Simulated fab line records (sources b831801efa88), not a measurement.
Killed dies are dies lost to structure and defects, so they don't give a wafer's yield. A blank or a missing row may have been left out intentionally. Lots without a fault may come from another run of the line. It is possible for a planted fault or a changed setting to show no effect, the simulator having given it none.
Matching of chambers	flow sky130	4 sister chambers for SKY_VIA2_ETCH_15 on rie_diel-01
The step etches SiO2 in C4F8/O2/Ar, stops on TiN, target depth 546 nm, time 84 s. 4 wafers are shown with their chamber, then 7 later ones without.

WAFERS PAIRED WITH THEIR CHAMBERS
wafer	chamber	oes_product_au (a.u.)
L085.2	1	0.943
L085.5	0	0.941
L086.1	3	0.939
L086.2	2	0.936

WAFERS MISSING THEIR CHAMBER
wafer	oes_product_au (a.u.)
L086.6	0.939
L092.1	0.947
L092.2	0.946
L092.6	0.938
L094.2	0.938
L094.4	0.941
L094.6	0.937

WHICH CHAMBER EACH ONE RAN IN
wafer	from the rows above	in truth
L086.6	can't be placed: 3 or 0 or 2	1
L092.1	can't be placed: 1 or 0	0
L092.2	can't be placed: 1 or 0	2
L092.6	can't be placed: 3 or 2 or 0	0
L094.2	can't be placed: 3 or 2 or 0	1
L094.4	can't be placed: 0 or 1 or 3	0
L094.6	can't be placed: 2 or 3 or 0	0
0 of 7 placed correctly. Cannot be placed on the basis of these rows: 7; the candidates contain the true chamber in 4. Wrongly placed: 0.
How it was worked out, from the rows above alone: a wafer's distance from a chamber is the root of the sum, over the readings, of the square of ((its reading less the chamber's mean) divided by the reading's scatter). If the next closest chamber is less than 2 further off than the closest, the wafer can't be placed; otherwise it belongs to the closest. Each chamber's mean is taken over the wafers shown for it. The scatter: root of mean squared gap, hidden wafer to nearest shown wafer, with one shown wafer a chamber.
